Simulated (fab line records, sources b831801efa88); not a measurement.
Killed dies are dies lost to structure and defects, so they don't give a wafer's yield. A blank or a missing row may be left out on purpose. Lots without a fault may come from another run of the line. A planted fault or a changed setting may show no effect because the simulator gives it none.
fab line records | flow sky130
record lots=5 wafers=15 last_day=50
route steps=708 shown VT_ADJUST_HVTR@141 VT_ADJUST_PCH@143 SONOS_TUNNEL@154 SONOS_ONO@168
lots that met no fault: from a run of the same line without faults
start_h: hours from the record's first day to the start of the lot's first wafer shown | wait_h: hours since the lot's step before | " the same as in the row above | L1.1+2: a row that stands for several wafers | - no value, or no start given | * or withheld: withheld | < > ~ a bound
route shown NAME@n: a module of which the file shows steps, and the number in the route of the first | usual: mean/standard deviation of fault-free wafers | same: alike in all rows | chamber/n: place in a boat | sites: the reading at each site | _std_site: their standard deviation | _edge_site: outer sites' mean less inner sites' | radius_mm: how far each site lies from the wafer's centre | mask NAME#n: copy n | behind: the tool/chamber that last shaped the wafer | hold: why the lot was held/for how many hours/how that ended | device: the transistor (n, p or np) that didn't switch | end of line: the same wafers' tests at the end of the route | a step without rows: its recipe alone | killed: dies lost to structure and defects at the first sort, not the wafer's yield | map: a wafer's dies, x killed, . not, _ none there
set.NAME: the setting as run; set.NAME@STEP: as run at that earlier step | model.NAME: the simulator's own value behind a step, which no gauge read
lots at some steps of the route; a table a step, a row a wafer
services: from which hour (start_h, from the record's first day; less than 0 if before it) a tool's chamber was out of use, for how many hours, and why
## steps
# step SKY_VT_ADJUST_HVTR_STRIP_10
# recipe chemistry=O2/N2 power_w=1400 pressure_mtorr=1500 platen_temp_c=withheld o2_flow_sccm=3000 n2_flow_sccm=300 overash_fraction=0.5
# usual drypump_motor_current_A=5.79/0.21 n2_flow_sccm=300.0/0.99 oes_product_au=0.716/0.0051 strip_time_to_endpoint_s=14.17/0.044
# columns lot.wafer tool chamber start_h wait_h drypump_motor_current_A n2_flow_sccm oes_product_au rf_hours_counter_h strip_time_to_endpoint_s
L075.2 plasma_asher-03 0 209.44 0.1 5.46 299.2 0.712 52 14.26
L075.4 " 1 " " 5.89 299.2 0.717 - 14.27
L075.5 " 0 " " 5.47 297.7 0.722 - 14.26
L082.1 plasma_asher-02 1 277.48 0.1 5.73 300.0 0.718 56 14.20
L082.4 " 0 " " 5.90 298.9 0.714 - 14.17
L082.5 " 0 " " 5.88 300.1 0.711 - 14.22
L088.1 plasma_asher-02 1 318.18 0.1 5.73 299.6 0.718 61 14.06
L088.2 " 0 " " 5.90 301.4 0.705 61 14.11
L088.4 " 0 " " 5.88 300.6 0.722 - 14.11
L092.1 plasma_asher-03 1 345.69 0.1 5.80 301.1 0.710 66 14.24
L092.3 " 1 " " 5.83 301.6 0.716 - 14.24
L092.6 " 0 " " 5.39 300.4 0.717 - 14.18
L097.1 plasma_asher-02 0 379.83 0.1 5.90 300.3 0.712 67 14.13
L097.2 " 1 " " 5.75 300.0 0.711 67 14.13
L097.3 " 0 " " 5.91 300.6 0.709 - 14.14
# step SKY_VT_ADJUST_HVTR_TW_MEAS_11
# usual VT_ADJUST_HVTR_TW=210.4/1.3
# columns lot.wafer tool chamber start_h wait_h VT_ADJUST_HVTR_TW
L075.2 film_metro-02 - 209.55 0.1 210.1
L075.4 " - " " 208.8
L075.5 " - " " 209.5
L082.1 film_metro-02 - 277.58 0.1 208.0
L082.4 " - " " 207.4
L082.5 " - " " 209.8
L088.1 film_metro-01 - 318.28 0.1 212.3
L088.2 " - " " 212.8
L088.4 " - " " 212.2
L092.1 film_metro-03 - 345.79 0.1 210.8
L092.3 " - " " 210.0
L092.6 " - " " 210.7
L097.1 film_metro-01 - 379.93 0.1 212.9
L097.2 " - " " 213.2
L097.3 " - " " 212.5
# step SKY_VT_ADJUST_PCH_DEHYDRATE_00
# recipe temp_c=200 time_s=60
# columns lot.wafer tool chamber start_h wait_h
L075.2+4+5 litho_track-01 0 221.00 11.4
L082.1+4+5 litho_track-04 0 290.07 12.5
L088.1+2+4 litho_track-03 0 331.18 12.9
L092.1+3+6 litho_track-03 0 359.08 13.3
L097.1+2+3 litho_track-04 0 392.97 13.0
# step SKY_VT_ADJUST_PCH_HMDS_01
# recipe prime_time_s=60 prime_temp_c=120
# same prime_time_s=60
# columns lot.wafer tool chamber start_h wait_h
L075.2+4+5 litho_track-01 0 221.15 0.1
L082.1+4+5 litho_track-04 0 290.22 0.1
L088.1+2+4 litho_track-03 0 331.33 0.1
L092.1+3+6 litho_track-03 0 359.23 0.1
L097.1+2+3 litho_track-04 0 393.12 0.1
# step SKY_VT_ADJUST_PCH_COAT_02
# recipe spin_rpm=2000 resist_thk_nm=3000
# columns lot.wafer tool chamber start_h wait_h
L075.2+4+5 litho_track-01 0 221.30 0.1
L082.1+4+5 litho_track-04 0 290.37 0.1
L088.1+2+4 litho_track-03 0 331.48 0.1
L092.1+3+6 litho_track-03 0 359.38 0.1
L097.1+2+3 litho_track-04 0 393.27 0.1
# step SKY_VT_ADJUST_PCH_SOFTBAKE_03
# recipe temp_c=110 time_s=withheld
# columns lot.wafer tool chamber start_h wait_h
L075.2+4+5 litho_track-01 0 221.46 0.1
L082.1+4+5 litho_track-04 0 290.52 0.1
L088.1+2+4 litho_track-03 0 331.63 0.1
L092.1+3+6 litho_track-03 0 359.53 0.1
L097.1+2+3 litho_track-04 0 393.42 0.1
# step SKY_VT_ADJUST_PCH_EXPOSE_04
# recipe mask_id=NWM na=0.6 source_shape=conventional sigma_outer=0.6 polarization=unpolarized target_cd_nm=840 dose_mj=255
# columns lot.wafer tool chamber start_h wait_h mask
L075.2+4+5 iline_stepper-01 0 - - NWM#0
L082.1+4+5 iline_stepper-01 0 - - NWM#0
L088.1+2+4 iline_stepper-01 0 - - NWM#0
L092.1+3+6 iline_stepper-01 0 - - NWM#0
L097.1+2+3 iline_stepper-01 0 - - NWM#0
# step SKY_VT_ADJUST_PCH_PEB_05
# recipe temp_c=115 time_s=withheld
# columns lot.wafer tool chamber start_h wait_h
L075.2+4+5 litho_track-01 0 - -
L082.1+4+5 litho_track-01 0 - -
L088.1+2+4 litho_track-03 0 - -
L092.1+3+6 litho_track-01 0 - -
L097.1+2+3 litho_track-04 0 - -
# step SKY_VT_ADJUST_PCH_DEVELOP_06
# recipe wall_angle_deg=90 developer=TMAH develop_time_s=60 dev_temp_c=23
# columns lot.wafer tool chamber start_h wait_h
L075.2+4+5 litho_track-01 0 - -
L082.1+4+5 litho_track-01 0 - -
L088.1+2+4 litho_track-03 0 - -
L092.1+3+6 litho_track-01 0 - -
L097.1+2+3 litho_track-04 0 - -
# step SKY_VT_ADJUST_PCH_OVL_MEAS_07
# usual VT_ADJUST_PCH_OVL=0.4/1.2
# columns lot.wafer tool chamber start_h wait_h VT_ADJUST_PCH_OVL[nm]
L075.2 overlay-02 - 233.03 - 0.0
L075.4 " - " " -2.3
L075.5 " - " " -1.3
L082.1 overlay-02 - 303.93 - 0.0
L082.4 " - " " -0.2
L082.5 " - " " -0.6
L088.1 overlay-01 - 343.98 - -1.3
L088.2 " - " " 0.8
L088.4 " - " " -1.1
L092.1 overlay-02 - 373.38 - 1.7
L092.3 " - " " 2.5
L092.6 " - " " 1.7
L097.1 overlay-01 - 408.62 - 1.5
L097.2 " - " " 0.6
L097.3 " - " " 0.8
# step SKY_VT_ADJUST_PCH_IMPLANT_08
# recipe species=B energy_kev=10 dose_cm2=5e+11 tilt_deg=withheld
# columns lot.wafer tool chamber start_h wait_h
L075.2+4+5 implanter-02 0 233.09 0.0
L082.1+4+5 implanter-01 0 303.96 0.0
L088.1+2+4 implanter-04 0 344.02 0.0
L092.1+3+6 implanter-02 0 373.41 0.0
L097.1+2+3 implanter-04 0 408.66 0.0
# step SKY_VT_ADJUST_PCH_STRIP_09
# recipe chemistry=O2/N2 power_w=1400 pressure_mtorr=1500 platen_temp_c=withheld o2_flow_sccm=3000 n2_flow_sccm=300 overash_fraction=0.5
# usual drypump_motor_current_A=5.8/0.31 n2_flow_sccm=300.0/1.1 oes_product_au=0.722/0.0046 strip_time_to_endpoint_s=36.88/0.1
# columns lot.wafer tool chamber start_h wait_h drypump_motor_current_A n2_flow_sccm oes_product_au rf_hours_counter_h strip_time_to_endpoint_s
L075.2 plasma_asher-01 1 233.21 0.1 5.8 300.2 0.716 42 37.01
L075.4 " 0 " " 6.3 299.4 0.714 - 36.98
L075.5 " 0 " " 6.3 299.8 0.722 - 37.02
L082.1 plasma_asher-01 0 304.11 0.1 6.3 299.0 0.723 47 36.69
L082.4 " 0 " " 6.3 298.1 0.718 - 36.73
L082.5 " 0 " " 6.3 298.5 0.726 - 36.73
L088.1 plasma_asher-02 0 344.17 0.1 5.9 299.9 0.725 64 36.91
L088.2 " 1 " " 5.7 302.1 0.726 64 36.94
L088.4 " 0 " " 5.9 300.0 0.720 - 36.95
L092.1 plasma_asher-01 0 373.56 0.1 6.3 300.5 0.722 53 36.88
L092.3 " 0 " " 6.3 299.7 0.720 - 36.82
L092.6 " 1 " " 5.8 301.4 0.722 - 36.83
L097.1 plasma_asher-04 0 408.81 0.1 5.7 299.5 0.726 27 36.71
L097.2 " 1 " " 5.3 299.1 0.717 27 36.79
L097.3 " 1 " " 5.3 300.3 0.722 - 36.78
# step SKY_VT_ADJUST_PCH_TW_MEAS_10
# usual VT_ADJUST_PCH_TW=142.5/0.92
# columns lot.wafer tool chamber start_h wait_h VT_ADJUST_PCH_TW
L075.2 film_metro-03 - 233.32 0.1 141.3
L075.4 " - " " 141.7
L075.5 " - " " 142.0
L082.1 film_metro-02 - 304.21 0.1 141.3
L082.4 " - " " 141.8
L082.5 " - " " 142.2
L088.1 film_metro-04 - 344.27 0.1 142.2
L088.2 " - " " 142.6
L088.4 " - " " 142.3
L092.1 film_metro-03 - 373.66 0.1 143.6
L092.3 " - " " 143.5
L092.6 " - " " 142.5
L097.1 film_metro-03 - 408.91 0.1 142.8
L097.2 " - " " 142.5
L097.3 " - " " 142.4
# step SKY_SONOS_TUNNEL_DEHYDRATE_00
# recipe temp_c=200 time_s=60
# columns lot.wafer tool chamber start_h wait_h
L075.2+4+5 litho_track-03 0 245.16 11.8
L082.1+4+5 litho_track-03 0 316.83 12.6
L088.1+2+4 litho_track-01 0 357.98 13.7
L092.1+3+6 litho_track-01 0 387.28 13.6
L097.1+2+3 litho_track-01 0 422.78 13.9
# step SKY_SONOS_TUNNEL_HMDS_01
# recipe prime_time_s=60 prime_temp_c=120
# same prime_time_s=60
# columns lot.wafer tool chamber start_h wait_h
L075.2+4+5 litho_track-03 0 245.31 0.1
L082.1+4+5 litho_track-03 0 316.98 0.1
L088.1+2+4 litho_track-01 0 358.13 0.1
L092.1+3+6 litho_track-01 0 387.43 0.1
L097.1+2+3 litho_track-01 0 422.93 0.1
# step SKY_SONOS_TUNNEL_COAT_02
# recipe resist=NOVOLAK spin_rpm=3000 resist_thk_nm=1140
# columns lot.wafer tool chamber start_h wait_h
L075.2+4+5 litho_track-03 0 245.46 0.1
L082.1+4+5 litho_track-03 0 317.13 0.1
L088.1+2+4 litho_track-01 0 358.28 0.1
L092.1+3+6 litho_track-01 0 387.58 0.1
L097.1+2+3 litho_track-01 0 423.08 0.1
# step SKY_SONOS_TUNNEL_SOFTBAKE_03
# recipe temp_c=90 time_s=60 resist=NOVOLAK
# columns lot.wafer tool chamber start_h wait_h
L075.2+4+5 litho_track-03 0 245.61 0.1
L082.1+4+5 litho_track-03 0 317.28 0.1
L088.1+2+4 litho_track-01 0 358.43 0.1
L092.1+3+6 litho_track-01 0 387.73 0.1
L097.1+2+3 litho_track-01 0 423.23 0.1
# step SKY_SONOS_TUNNEL_EXPOSE_04
# recipe mask_id=TUNM na=0.6 source_shape=conventional sigma_outer=0.6 polarization=unpolarized target_cd_nm=410 dose_mj=136
# columns lot.wafer tool chamber start_h wait_h mask
L075.2+4+5 iline_stepper-02 0 - - TUNM#0
L082.1+4+5 iline_stepper-01 0 - - TUNM#0
L088.1+2+4 iline_stepper-02 0 - - TUNM#0
L092.1+3+6 iline_stepper-01 0 - - TUNM#0
L097.1+2+3 iline_stepper-02 0 - - TUNM#0
# step SKY_SONOS_TUNNEL_PEB_05
# recipe temp_c=withheld time_s=* resist=NOVOLAK
# columns lot.wafer tool chamber start_h wait_h
L075.2+4+5 litho_track-03 0 - -
L082.1+4+5 litho_track-03 0 - -
L088.1+2+4 litho_track-01 0 - -
L092.1+3+6 litho_track-02 0 - -
L097.1+2+3 litho_track-02 0 - -
# step SKY_SONOS_TUNNEL_DEVELOP_06
# recipe resist=NOVOLAK developer=TMAH develop_time_s=60 dev_temp_c=23
# columns lot.wafer tool chamber start_h wait_h
L075.2+4+5 litho_track-03 0 257.11 0.1
L082.1+4+5 litho_track-03 0 330.43 0.1
L088.1+2+4 litho_track-01 0 372.28 0.1
L092.1+3+6 litho_track-02 0 400.93 0.1
L097.1+2+3 litho_track-02 0 438.48 0.1
# step SKY_SONOS_TUNNEL_CD_MEAS_07
# recipe target_cd_nm=410
# usual cd_nm=410.0/2.8
# columns lot.wafer tool chamber start_h wait_h cd_nm
L075.2 cd_sem-02 - 257.26 0.1 403.7
L075.4 " - " " 407.0
L075.5 " - " " 404.5
L082.1 cd_sem-01 - 330.58 0.1 407.8
L082.4 " - " " 408.5
L082.5 " - " " 410.1
L088.1 cd_sem-02 - 372.43 0.1 408.6
L088.2 " - " " 410.5
L088.4 " - " " 410.4
L092.1 cd_sem-02 - 401.08 0.1 415.3
L092.3 " - " " 411.7
L092.6 " - " " 413.5
L097.1 cd_sem-01 - 438.63 0.1 415.1
L097.2 " - " " 416.7
L097.3 " - " " 414.1
# step SKY_SONOS_TUNNEL_OVL_MEAS_08
# usual SONOS_TUNNEL_OVL=0.1/1.5
# columns lot.wafer tool chamber start_h wait_h SONOS_TUNNEL_OVL[nm]
L075.2 overlay-01 - 257.36 0.1 3.0
L075.4 " - " " 1.0
L075.5 " - " " 3.4
L082.1 overlay-02 - 330.70 0.1 1.5
L082.4 " - " " -1.5
L082.5 " - " " 0.0
L088.1 overlay-02 - 372.55 0.1 1.5
L088.2 " - " " 0.5
L088.4 " - " " 0.4
L092.1 overlay-02 - 401.20 0.1 1.9
L092.3 " - " " 0.1
L092.6 " - " " 0.0
L097.1 overlay-02 - 438.75 0.1 0.1
L097.2 " - " " 0.2
L097.3 " - " " 1.9
# step SKY_SONOS_TUNNEL_IMPLANT_09
# recipe species=B energy_kev=20 dose_cm2=1e+12 tilt_deg=withheld
# columns lot.wafer tool chamber start_h wait_h
L075.2+4+5 implanter-03 0 257.42 0.0
L082.1+4+5 implanter-03 0 330.74 0.0
L088.1+2+4 implanter-03 0 372.58 0.0
L092.1+3+6 implanter-03 0 401.24 0.0
L097.1+2+3 implanter-01 0 438.79 0.0
# step SKY_SONOS_TUNNEL_WET_ETCH_10
# recipe chemistry=dHF target_depth_nm=14 target=SiO2 dilution=100:1 temp_c=25 time_s=280
# columns lot.wafer tool chamber start_h wait_h
L075.2+4+5 wet_bench-01 2 257.54 0.1
L082.1+4+5 wet_bench-01 3 330.89 0.1
L088.1+2+4 wet_bench-03 2 372.73 0.1
L092.1+3+6 wet_bench-02 2 401.39 0.1
L097.1+2+3 wet_bench-01 3 438.94 0.1
# step SKY_SONOS_TUNNEL_STRIP_11
# recipe chemistry=SPM time_s=600 temp_c=130
# columns lot.wafer tool chamber start_h wait_h
L075.2+4+5 wet_bench-03 2 257.63 0.0
L082.1+4+5 wet_bench-03 0 330.98 0.0
L088.1+2+4 wet_bench-02 3 372.82 0.0
L092.1+3+6 wet_bench-03 0 401.48 0.0
L097.1+2+3 wet_bench-02 3 439.02 0.0
# step SKY_SONOS_TUNNEL_TW_MEAS_12
# usual SONOS_TUNNEL_TW=198.3/1.6
# columns lot.wafer tool chamber start_h wait_h SONOS_TUNNEL_TW
L075.2 film_metro-03 - 257.81 0.0 196.5
L075.4 " - " " 196.4
L075.5 " - " " 195.8
L082.1 film_metro-04 - 331.16 0.0 198.9
L082.4 " - " " 199.5
L082.5 " - " " 199.7
L088.1 film_metro-01 - 372.99 0.0 197.7
L088.2 " - " " 199.6
L088.4 " - " " 199.8
L092.1 film_metro-03 - 401.65 0.0 196.6
L092.3 " - " " 195.1
L092.6 " - " " 195.7
L097.1 film_metro-04 - 439.20 0.0 199.8
L097.2 " - " " 199.3
L097.3 " - " " 198.9
# step SKY_SONOS_TUNNEL_CLEAN_13
# recipe chemistry=dHF time_s=20 dilution=100:1 dry=ipa_marangoni
# columns lot.wafer tool chamber start_h wait_h
L075.2+4+5 wet_bench-02 3 257.86 0.0
L082.1+4+5 wet_bench-02 3 331.22 0.1
L088.1+2+4 wet_bench-01 1 373.05 0.1
L092.1+3+6 wet_bench-01 2 401.71 0.1
L097.1+2+3 wet_bench-03 0 439.26 0.1
# step SKY_SONOS_ONO_OXIDATION_00
# recipe temp_c=800 ambient=O2 idle_temp_c=700 ramp_up_c_per_min=10 ramp_down_c_per_min=3 stabilise_s=600 purge_s=300 target_thk_a=26 ox_time_s=1249
# usual ramp_down_c_per_min=3.0001/0.00053 spike_tc_lower_C=800.4/0.97 zone_power_lower_pct=14.61/0.26
# columns lot.wafer tool chamber start_h wait_h ramp_down_c_per_min spike_tc_lower_C zone_power_lower_pct
L075.2 furnace-01 0 258.24 0.3 2.9994 799.1 14.36
L075.4 " 0 " " 3.0005 800.6 14.45
L075.5 " 0 " " 2.9998 799.3 14.30
L082.1 furnace-01 0 333.03 1.8 3.0000 799.0 14.61
L082.4 " 0 " " 2.9995 799.8 14.52
L082.5 " 0 " " 3.0004 799.8 14.33
L088.1 furnace-01 0 380.43 7.4 3.0005 798.4 14.56
L088.2 " 0 " " 3.0006 800.4 14.28
L088.4 " 0 " " 2.9999 800.0 14.71
L092.1 furnace-01 0 403.44 1.7 3.0003 800.5 14.33
L092.3 " 0 " " 3.0000 799.3 14.53
L092.6 " 0 " " 3.0001 799.7 14.54
L097.1 furnace-01 0 439.41 0.1 2.9998 800.5 14.47
L097.2 " 0 " " 3.0003 801.4 14.50
L097.3 " 0 " " 3.0001 799.8 14.75
# step SKY_SONOS_ONO_THK_MEAS_01
# recipe reads=SiO2_of_SONOS_ONO_OXIDATION_00
# usual SONOS_ONO_OXIDATION_THK=2.59/0.057
# columns lot.wafer tool chamber start_h wait_h SONOS_ONO_OXIDATION_THK[nm]
L075.2 film_metro-04 - 259.60 0.0 2.53
L075.4 " - " " 2.50
L075.5 " - " " 2.62
L082.1 film_metro-01 - 334.37 0.0 2.68
L082.4 " - " " 2.70
L082.5 " - " " 2.64
L088.1 film_metro-01 - 381.77 0.0 2.61
L088.2 " - " " 2.58
L088.4 " - " " 2.62
L092.1 film_metro-02 - 404.79 0.0 2.62
L092.3 " - " " 2.60
L092.6 " - " " 2.60
L097.1 film_metro-01 - 440.76 0.0 2.50
L097.2 " - " " 2.49
L097.3 " - " " 2.58
# step SKY_SONOS_ONO_CVD_02
# recipe material=Si3N4 precursor=DCS/NH3 target_thk_nm=10.5 temp_c=770 time_s=180 pressure_mtorr=250
# usual spike_tc_lower_C=769.8/1.2 zone_power_lower_pct=13.1/0.32
# columns lot.wafer tool chamber start_h wait_h spike_tc_lower_C zone_power_lower_pct
L075.2 lpcvd-02 0 261.12 1.5 770.9 13.1
L075.4 " 0 " " 770.8 13.5
L075.5 " 0 " " 769.6 13.5
L082.1 lpcvd-02 0 335.23 0.8 770.1 13.4
L082.4 " 0 " " 770.2 13.2
L082.5 " 0 " " 770.9 13.3
L088.1 lpcvd-02 0 381.83 0.1 769.8 13.3
L088.2 " 0 " " 771.5 13.4
L088.4 " 0 " " 769.0 13.3
L092.1 lpcvd-02 0 405.73 0.9 770.4 13.6
L092.3 " 0 " " 769.9 13.3
L092.6 " 0 " " 770.2 13.6
L097.1 lpcvd-02 1 440.82 0.1 768.6 12.8
L097.2 " 1 " " 769.4 12.7
L097.3 " 1 " " 769.0 12.9
# step SKY_SONOS_ONO_THK_MEAS_03
# recipe reads=Si3N4_of_SONOS_ONO_CVD_02
# usual SONOS_ONO_CVD_02_THK=10.47/0.15
# columns lot.wafer tool chamber start_h wait_h SONOS_ONO_CVD_02_THK[nm]
L075.2 film_metro-01 - 262.18 0.0 10.08
L075.4 " - " " 10.17
L075.5 " - " " 10.12
L082.1 film_metro-02 - 336.28 0.0 10.52
L082.4 " - " " 10.48
L082.5 " - " " 10.56
L088.1 film_metro-01 - 382.88 0.0 10.47
L088.2 " - " " 10.59
L088.4 " - " " 10.48
L092.1 film_metro-02 - 406.78 0.0 10.45
L092.3 " - " " 10.58
L092.6 " - " " 10.52
L097.1 film_metro-04 - 441.87 0.0 10.30
L097.2 " - " " 10.35
L097.3 " - " " 10.31
# step SKY_SONOS_ONO_CVD_04
# recipe material=SiO2 precursor=SiH4/N2O target_thk_nm=5.7199 temp_c=900 pressure_mtorr=400
# usual spike_tc_lower_C=899.6/1.6 zone_power_lower_pct=20.4/1.3
# columns lot.wafer tool chamber start_h wait_h spike_tc_lower_C zone_power_lower_pct
L075.2 lpcvd-03 0 262.23 0.0 900.9 21.1
L075.4 " 0 " " 900.5 21.0
L075.5 " 0 " " 901.8 21.0
L082.1 lpcvd-03 0 336.34 0.1 900.4 21.7
L082.4 " 0 " " 899.6 21.1
L082.5 " 0 " " 899.8 21.5
L088.1 lpcvd-03 1 382.94 0.1 897.8 18.6
L088.2 " 1 " " 898.2 19.0
L088.4 " 1 " " 898.3 18.7
L092.1 lpcvd-03 1 406.84 0.1 898.8 18.8
L092.3 " 1 " " 896.5 18.6
L092.6 " 1 " " 898.4 19.1
L097.1 lpcvd-03 0 442.03 0.2 899.9 21.3
L097.2 " 0 " " 900.6 21.4
L097.3 " 0 " " 902.3 21.4
# step SKY_SONOS_ONO_THK_MEAS_05
# recipe reads=SiO2_of_SONOS_ONO_CVD_04
# usual SONOS_ONO_CVD_04_THK=5.78/0.089
# columns lot.wafer tool chamber start_h wait_h SONOS_ONO_CVD_04_THK[nm]
L075.2 film_metro-04 - 263.49 0.0 5.84
L075.4 " - " " 5.75
L075.5 " - " " 5.69
L082.1 film_metro-01 - 338.21 0.0 5.80
L082.4 " - " " 5.81
L082.5 " - " " 5.78
L088.1 film_metro-01 - 384.19 0.0 5.91
L088.2 " - " " 5.92
L088.4 " - " " 5.96
L092.1 film_metro-02 - 408.09 0.0 5.80
L092.3 " - " " 5.70
L092.6 " - " " 5.72
L097.1 film_metro-02 - 443.28 0.0 5.73
L097.2 " - " " 5.76
L097.3 " - " " 5.75
# step SKY_SONOS_ONO_DEHYDRATE_06
# recipe temp_c=200 time_s=60
# columns lot.wafer tool chamber start_h wait_h
L075.2+4+5 litho_track-01 0 275.30 11.8
L082.1+4+5 litho_track-04 0 351.37 13.2
L088.1+2+4 litho_track-04 0 397.27 13.1
L092.1+3+6 litho_track-01 0 422.18 14.1
L097.1+2+3 litho_track-02 0 457.28 14.0
# step SKY_SONOS_ONO_HMDS_07
# recipe prime_time_s=60 prime_temp_c=120
# same prime_time_s=60
# columns lot.wafer tool chamber start_h wait_h
L075.2+4+5 litho_track-01 0 275.45 0.1
L082.1+4+5 litho_track-04 0 351.52 0.1
L088.1+2+4 litho_track-04 0 397.42 0.1
L092.1+3+6 litho_track-01 0 422.33 0.1
L097.1+2+3 litho_track-02 0 457.43 0.1
# step SKY_SONOS_ONO_COAT_08
# recipe resist=NOVOLAK spin_rpm=3000 resist_thk_nm=1140
# columns lot.wafer tool chamber start_h wait_h
L075.2+4+5 litho_track-01 0 275.60 0.1
L082.1+4+5 litho_track-04 0 351.67 0.1
L088.1+2+4 litho_track-04 0 397.57 0.1
L092.1+3+6 litho_track-01 0 422.48 0.1
L097.1+2+3 litho_track-02 0 457.58 0.1
# step SKY_SONOS_ONO_SOFTBAKE_09
# recipe temp_c=90 time_s=60 resist=NOVOLAK
# columns lot.wafer tool chamber start_h wait_h
L075.2+4+5 litho_track-01 0 275.75 0.1
L082.1+4+5 litho_track-04 0 351.82 0.1
L088.1+2+4 litho_track-04 0 397.72 0.1
L092.1+3+6 litho_track-01 0 422.63 0.1
L097.1+2+3 litho_track-02 0 457.73 0.1
# step SKY_SONOS_ONO_EXPOSE_10
# recipe mask_id=ONOM target_cd_nm=410 na=0.6 source_shape=conventional sigma_outer=0.6 dose_mj=150
# columns lot.wafer tool chamber start_h wait_h mask
L075.2+4+5 iline_stepper-02 0 - - ONOM#0
L082.1+4+5 iline_stepper-02 0 - - ONOM#0
L088.1+2+4 iline_stepper-02 0 - - ONOM#0
L092.1+3+6 iline_stepper-01 0 - - ONOM#0
L097.1+2+3 iline_stepper-02 0 - - ONOM#0
# step SKY_SONOS_ONO_PEB_11
# recipe temp_c=withheld time_s=* resist=NOVOLAK
# columns lot.wafer tool chamber start_h wait_h
L075.2+4+5 litho_track-01 0 - -
L082.1+4+5 litho_track-01 0 - -
L088.1+2+4 litho_track-01 0 - -
L092.1+3+6 litho_track-01 0 - -
L097.1+2+3 litho_track-01 0 - -
# step SKY_SONOS_ONO_DEVELOP_12
# recipe develop_time_s=60 dev_temp_c=23
# columns lot.wafer tool chamber start_h wait_h
L075.2+4+5 litho_track-01 0 288.50 0.1
L082.1+4+5 litho_track-01 0 365.98 0.1
L088.1+2+4 litho_track-01 0 413.08 0.1
L092.1+3+6 litho_track-01 0 438.13 0.1
L097.1+2+3 litho_track-01 0 473.73 0.1
# step SKY_SONOS_ONO_CD_MEAS_13
# recipe target_cd_nm=410
# usual cd_nm=410.6/2.4
# columns lot.wafer tool chamber start_h wait_h cd_nm
L075.2 cd_sem-01 - 288.65 0.1 414.5
L075.4 " - " " 413.3
L075.5 " - " " 412.9
L082.1 cd_sem-01 - 366.14 0.1 412.4
L082.4 " - " " 412.2
L082.5 " - " " 413.0
L088.1 cd_sem-01 - 413.23 0.1 405.9
L088.2 " - " " 406.5
L088.4 " - " " 404.7
L092.1 cd_sem-01 - 438.28 0.1 411.7
L092.3 " - " " 410.7
L092.6 " - " " 407.2
L097.1 cd_sem-02 - 473.88 0.1 411.3
L097.2 " - " " 411.8
L097.3 " - " " 409.5
# step SKY_SONOS_ONO_OVL_MEAS_14
# usual SONOS_ONO_OVL=-1.7/1.5
# columns lot.wafer tool chamber start_h wait_h SONOS_ONO_OVL[nm]
L075.2 overlay-02 - 288.75 0.1 -1.3
L075.4 " - " " -1.9
L075.5 " - " " -1.0
L082.1 overlay-01 - 366.26 0.1 -2.6
L082.4 " - " " -3.7
L082.5 " - " " -4.1
L088.1 overlay-01 - 413.35 0.1 -3.6
L088.2 " - " " -4.4
L088.4 " - " " -4.3
L092.1 overlay-02 - 438.40 0.1 -4.0
L092.3 " - " " -2.8
L092.6 " - " " -2.1
L097.1 overlay-02 - 474.00 0.1 0.3
L097.2 " - " " 0.1
L097.3 " - " " -1.5
# step SKY_SONOS_ONO_ETCH_15
# recipe target_depth_nm=19.52 chemistry=CHF3/O2 source_w=600 bias_w=200 pressure_mtorr=40 chf3_flow_sccm=50 O2_flow_sccm=5 time_s=7.8
# usual drypump_motor_current_A=5.7/0.53 oes_product_au=1.007/0.0071 throttle_valve_pct=8.826/0.0089
# columns lot.wafer tool chamber start_h wait_h drypump_motor_current_A oes_product_au rf_hours_counter_h throttle_valve_pct
L075.2 rie_diel-03 2 288.78 0.0 5.1 0.994 117 8.822
L075.4 " 1 " " 5.3 1.006 96 8.838
L075.5 " 0 " " 6.3 1.000 - 8.817
L082.1 rie_diel-01 2 366.30 0.0 5.6 1.011 92 8.818
L082.4 " 1 " " 5.6 1.012 72 8.824
L082.5 " 2 " " 5.6 1.002 - 8.824
L088.1 rie_diel-02 0 413.38 0.0 6.3 1.012 4 8.817
L088.2 " 2 " " 5.5 0.995 7 8.823
L088.4 " 3 " " 6.8 1.014 2 8.837
L092.1 rie_diel-02 1 438.43 0.0 5.5 0.997 94 8.816
L092.3 " 2 " " 5.5 1.007 7 8.839
L092.6 " 3 " " 6.8 0.998 - 8.810
L097.1 rie_diel-03 2 474.03 0.0 5.1 0.994 2 8.829
L097.2 " 3 " " 5.2 1.006 28 8.819
L097.3 " 0 " " 6.3 1.009 12 8.816
# step SKY_SONOS_ONO_WET_ETCH_16
# recipe chemistry=dHF target_depth_nm=14 dry=n2_spin target=SiO2 dilution=100:1 temp_c=25 time_s=280
# columns lot.wafer tool chamber start_h wait_h
L075.2+4+5 wet_bench-02 3 288.80 0.0
L082.1+4+5 wet_bench-04 2 366.32 0.0
L088.1+2+4 wet_bench-02 3 413.40 0.0
L092.1+3+6 wet_bench-02 2 438.45 0.0
L097.1+2+3 wet_bench-03 3 474.05 0.0
## services
# columns tool chamber start_h hours kind
furnace-01 - 186.93 3.4 pm
implanter-03 - 201.83 1.1 repair
iline_stepper-02 - 212.69 1.7 pm
furnace-01 - 224.93 4.2 repair
iline_stepper-02 - 225.04 16.5 repair
furnace-01 - 234.79 9.1 pm
iline_stepper-01 - 241.52 1.7 pm
lpcvd-03 - 248.24 2.7 repair
lpcvd-02 - 249.04 1.5 repair
implanter-03 - 276.29 2.5 repair
furnace-01 - 288.12 1.7 pm
wet_bench-01 - 291.01 2.5 repair
implanter-03 - 303.25 2.5 repair
furnace-01 - 355.56 2.6 pm
implanter-03 - 358.21 4.3 pm
furnace-01 - 381.77 3.9 pm
iline_stepper-02 - 393.26 0.7 repair
furnace-01 - 396.63 3.9 repair
iline_stepper-02 - 430.87 1.7 pm
wet_bench-03 - 451.28 4.4 pm
lpcvd-03 - 452.16 6.0 pm
iline_stepper-01 - 459.32 1.7 pm
iline_stepper-01 - 467.64 8.9 repair
lpcvd-02 - 473.42 1.7 repair
## key
fault none
